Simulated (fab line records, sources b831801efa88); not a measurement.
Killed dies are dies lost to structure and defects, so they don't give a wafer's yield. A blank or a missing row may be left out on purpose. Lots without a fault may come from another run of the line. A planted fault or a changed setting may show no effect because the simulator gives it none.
fab line records | flow gf180mcu
record lots=15 wafers=45 last_day=34
route steps=602 shown HV_LDD@209 V3@446 V4@491
lots that met no fault: from a run of the same line without faults
start_h: hours from the record's first day to the start of the lot's first wafer shown | wait_h: hours since the lot's step before | " the same as in the row above | L1.1+2: a row that stands for several wafers | - no value, or no start given | * or withheld: withheld | < > ~ a bound
route shown NAME@n: a module of which the file shows steps, and the number in the route of the first | usual: mean/standard deviation of fault-free wafers | same: alike in all rows | chamber/n: place in a boat | sites: the reading at each site | _std_site: their standard deviation | _edge_site: outer sites' mean less inner sites' | radius_mm: how far each site lies from the wafer's centre | mask NAME#n: copy n | behind: the tool/chamber that last shaped the wafer | hold: why the lot was held/for how many hours/how that ended | device: the transistor (n, p or np) that didn't switch | end of line: the same wafers' tests at the end of the route | a step without rows: its recipe alone | killed: dies lost to structure and defects at the first sort, not the wafer's yield | map: a wafer's dies, x killed, . not, _ none there
set.NAME: the setting as run; set.NAME@STEP: as run at that earlier step | model.NAME: the simulator's own value behind a step, which no gauge read
steps of the route over a sample of lots; a table a step, a row a wafer
services: from which hour (start_h, from the record's first day; less than 0 if before it) a tool's chamber was out of use, for how many hours, and why
## steps
# step GF_HV_LDD_IMPLANT_33
# recipe species=P energy_kev=60 dose_cm2=7.5e+12 tilt_deg=30 rotation_deg=0
# usual dose_ions_cm2=7.499e+12/8e+09 faraday_current_uA=42.3/0.83
# columns lot.wafer tool chamber start_h wait_h dose_ions_cm2 faraday_current_uA
L588.2 implanter-01 0 252.71 0.0 7.509e+12 42.1
L588.3 " 0 " " 7.498e+12 42.7
L588.5 " 0 " " 7.507e+12 41.2
L590.1 implanter-04 0 269.66 0.0 7.495e+12 42.2
L590.3 " 0 " " 7.505e+12 41.1
L590.4 " 0 " " 7.487e+12 41.9
L591.1 implanter-01 0 275.56 0.0 7.503e+12 42.8
L591.2 " 0 " " 7.507e+12 42.7
L591.4 " 0 " " 7.497e+12 42.7
L592.3 implanter-01 0 283.88 0.1 8.176e+12 45.9
L592.4 " 0 " " 8.176e+12 46.5
L592.5 " 0 " " 8.159e+12 45.6
L593.1 implanter-01 0 287.66 0.0 8.175e+12 47.5
L593.3 " 0 " " 8.177e+12 45.4
L593.5 " 0 " " 8.169e+12 47.1
L594.1 implanter-04 0 300.36 0.0 7.494e+12 41.9
L594.3 " 0 " " 7.494e+12 41.6
L594.4 " 0 " " 7.498e+12 42.8
L595.2 implanter-01 0 307.81 0.0 8.154e+12 47.4
L595.4 " 0 " " 8.157e+12 45.7
L595.5 " 0 " " 8.17e+12 45.0
L602.1 implanter-02 0 368.21 0.0 7.484e+12 43.9
L602.4 " 0 " " 7.48e+12 43.2
L602.5 " 0 " " 7.493e+12 44.7
L603.1 implanter-01 0 374.71 0.0 7.493e+12 41.4
L603.5 " 0 " " 7.507e+12 42.0
L603.6 " 0 " " 7.496e+12 43.6
L604.3 implanter-01 0 385.38 0.1 7.493e+12 42.1
L604.5 " 0 " " 7.494e+12 42.9
L604.6 " 0 " " 7.493e+12 42.2
L606.1 implanter-04 0 399.38 0.0 7.51e+12 41.2
L606.3 " 0 " " 7.495e+12 41.3
L606.6 " 0 " " 7.496e+12 41.8
L607.1 implanter-01 0 406.76 0.0 7.487e+12 41.4
L607.2 " 0 " " 7.488e+12 40.6
L607.4 " 0 " " 7.492e+12 41.7
L608.1 implanter-04 0 411.61 0.0 7.497e+12 42.1
L608.2 " 0 " " 7.494e+12 44.8
L608.4 " 0 " " 7.499e+12 42.3
L609.1 implanter-01 0 417.33 0.0 7.496e+12 41.6
L609.3 " 0 " " 7.501e+12 43.0
L609.6 " 0 " " 7.497e+12 41.4
L611.4 implanter-04 0 436.40 0.1 7.496e+12 42.2
L611.5 " 0 " " 7.494e+12 43.0
L611.6 " 0 " " 7.494e+12 42.0
# step GF_V3_ETCH_17
# recipe chemistry=C4F8/O2/Ar mask_material=KrF target=SiO2 stop_on=TiN source_w=1500 bias_w=1200 pressure_mtorr=40 c4f8_flow_sccm=withheld O2_flow_sccm=6 Ar_flow_sccm=300 time_s=withheld target_depth_a=6350
# usual oes_product_au=0.856/0.005
# columns lot.wafer tool chamber start_h wait_h oes_product_au
L588.2 rie_diel-02 0 - - 0.857
L588.3 " 2 " " 0.855
L588.5 " 0 " " 0.867
L590.1 rie_diel-03 2 - - 0.863
L590.3 " 0 " " 0.852
L590.4 " 3 " " 0.847
L591.1 rie_diel-04 0 - - 0.853
L591.2 " 3 " " 0.863
L591.4 " 0 " " 0.855
L592.3 rie_diel-03 3 - - 0.849
L592.4 " 0 " " 0.856
L592.5 " 3 " " 0.854
L593.1 rie_diel-03 3 - - 0.852
L593.3 " 2 " " 0.857
L593.5 " 0 " " 0.863
L594.1 rie_diel-03 0 - - 0.856
L594.3 " 3 " " 0.852
L594.4 " 2 " " 0.856
L595.2 rie_diel-04 0 - - 0.854
L595.4 " 2 " " 0.859
L595.5 " 0 " " 0.857
L602.1 rie_diel-02 3 - - 0.854
L602.4 " 0 " " 0.852
L602.5 " 0 " " 0.859
L603.1 rie_diel-03 2 - - 0.857
L603.5 " 0 " " 0.857
L603.6 " 3 " " 0.854
L604.3 rie_diel-02 1 - - 0.848
L604.5 " 0 " " 0.855
L604.6 " 1 " " 0.858
L606.1 rie_diel-02 2 - - 0.849
L606.3 " 1 " " 0.855
L606.6 " 2 " " 0.862
L607.1 rie_diel-03 1 - - 0.864
L607.2 " 2 " " 0.848
L607.4 " 0 " " 0.848
L608.1 rie_diel-02 2 - - 0.864
L608.2 " 1 " " 0.852
L608.4 " 0 " " 0.861
L609.1 rie_diel-02 0 - - 0.864
L609.3 " 2 " " 0.869
L609.6 " 1 " " 0.861
L611.4 rie_diel-04 1 - - 0.863
L611.5 " 0 " " 0.855
L611.6 " 1 " " 0.851
# step GF_V3_THK_MEAS_25
# recipe thk_meas_gauge=xrf reads=W_of_V3_CVD_23
# usual V3_W_THK=352/4.8
# columns lot.wafer tool chamber start_h wait_h V3_W_THK[nm]
L588.2 film_metro-02 - 513.13 0.1 351
L588.3 " - " " 345
L588.5 " - " " 347
L590.1 film_metro-04 - 535.82 0.1 355
L590.3 " - " " 355
L590.4 " - " " 350
L591.1 film_metro-02 - 538.70 0.1 350
L591.2 " - " " 350
L591.4 " - " " 351
L592.3 film_metro-04 - 553.01 0.1 363
L592.4 " - " " 361
L592.5 " - " " 360
L593.1 film_metro-02 - 554.83 0.1 354
L593.3 " - " " 349
L593.5 " - " " 352
L594.1 film_metro-02 - 566.78 0.1 353
L594.3 " - " " 354
L594.4 " - " " 352
L595.2 film_metro-04 - 579.41 0.1 354
L595.4 " - " " 346
L595.5 " - " " 359
L602.1 film_metro-02 - 635.33 0.1 347
L602.4 " - " " 346
L602.5 " - " " 348
L603.1 film_metro-02 - 645.25 0.1 354
L603.5 " - " " 356
L603.6 " - " " 351
L604.3 film_metro-04 - 649.82 0.1 354
L604.5 " - " " 357
L604.6 " - " " 352
L606.1 film_metro-04 - 665.30 0.1 353
L606.3 " - " " 356
L606.6 " - " " 355
L607.1 film_metro-02 - 668.23 0.1 354
L607.2 " - " " 351
L607.4 " - " " 350
L608.1 film_metro-03 - 672.86 0.1 354
L608.2 " - " " 355
L608.4 " - " " 351
L609.1 film_metro-02 - 676.87 0.1 353
L609.3 " - " " 354
L609.6 " - " " 349
L611.4 film_metro-03 - 692.80 0.1 356
L611.5 " - " " 359
L611.6 " - " " 355
# step GF_V4_OVL_MEAS_15
# usual V4_OVL=-1/5.6
# columns lot.wafer tool chamber start_h wait_h V4_OVL[nm]
L588.2 overlay-02 - 560.87 0.1 11
L588.3 " - " " -2
L588.5 " - " " -3
L590.1 overlay-01 - 582.97 0.1 -6
L590.3 " - " " 0
L590.4 " - " " -7
L591.1 overlay-01 - 585.32 0.1 -11
L591.2 " - " " -6
L591.4 " - " " -5
L592.3 overlay-01 - 597.95 0.1 -2
L592.4 " - " " -1
L592.5 " - " " -5
L593.1 overlay-01 - 600.02 0.1 8
L593.3 " - " " 2
L593.5 " - " " 3
L594.1 overlay-02 - 611.49 0.1 -4
L594.3 " - " " -6
L594.4 " - " " -4
L595.2 overlay-02 - 623.97 0.1 -3
L595.4 " - " " -3
L595.5 " - " " -7
L602.1 overlay-02 - 677.02 0.1 3
L602.4 " - " " 0
L602.5 " - " " -8
L603.1 overlay-02 - 684.74 0.1 -3
L603.5 " - " " -6
L603.6 " - " " -6
L604.3 overlay-01 - 690.88 0.1 0
L604.5 " - " " 2
L604.6 " - " " 0
L606.1 overlay-01 - 704.52 0.1 7
L606.3 " - " " 1
L606.6 " - " " 10
L607.1 overlay-01 - 708.07 0.1 -1
L607.2 " - " " -1
L607.4 " - " " -7
L608.1 overlay-02 - 712.67 0.1 3
L608.2 " - " " -6
L608.4 " - " " -6
L609.1 overlay-01 - 717.02 0.1 -4
L609.3 " - " " 1
L609.6 " - " " -2
L611.4 overlay-02 - 732.14 0.1 5
L611.5 " - " " 1
L611.6 " - " " 10
## services
# columns tool chamber start_h hours kind
implanter-04 - 248.04 6.6 repair
implanter-01 - 250.84 0.6 repair
implanter-04 - 254.20 8.3 repair
rie_diel-02 - 256.79 0.5 repair
rie_diel-02 0 273.96 3.8 repair
rie_diel-02 1 288.99 35.8 repair
implanter-01 - 355.82 1.2 repair
rie_diel-02 - 357.72 0.5 repair
implanter-04 - 366.75 4.0 repair
rie_diel-03 - 390.75 14.6 pm
implanter-01 - 398.49 2.1 pm
implanter-01 - 444.26 6.0 pm
implanter-04 - 515.57 6.6 repair
rie_diel-02 1 519.45 15.1 repair
implanter-01 - 528.72 5.6 pm
rie_diel-02 - 544.90 0.4 repair
implanter-04 - 555.71 4.8 pm
rie_diel-02 0 573.26 14.4 repair
rie_diel-02 1 588.55 8.0 repair
rie_diel-02 - 598.13 2.8 pm
rie_diel-03 0 605.16 2.4 repair
rie_diel-02 1 617.74 5.9 repair
rie_diel-02 - 656.99 0.7 repair
rie_diel-02 0 658.09 5.1 repair
## key
first_sign step=GF_HV_LDD_IMPLANT_33 reading=dose_ions_cm2 direction=up sigmas=83 usual=7.499e+12 struck=8.168e+12
effect step=GF_HV_LDD_IMPLANT_33 reading=faraday_current_uA direction=up sigmas=4.7 usual=42.3 struck=46.2
met_at GF_HV_LDD_IMPLANT_33
struck_lots L592,L593,L595
tester_left_out L592,L593,L595
not_acting_at GF_V3_ETCH_17,GF_V3_THK_MEAS_25,GF_V4_OVL_MEAS_15
onset_between 275.56 283.88
fault kind=process_parameter_drift tool=implanter-01 chamber=- onset_h=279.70 steps=GF_HV_LDD_IMPLANT_33 channel=dose_cm2 offset=6.666e+11 shape=step end_h=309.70 acts_in=these_recipes_only stated=7.5e+12
# tester_left_out: of these lots the tester's yield and bins aren't shown, on N5 and GAA mostly nor the transistor test; their killed dies are dies lost to structure and defects alone, not to doping, threshold or leakage, so they don't give the yield
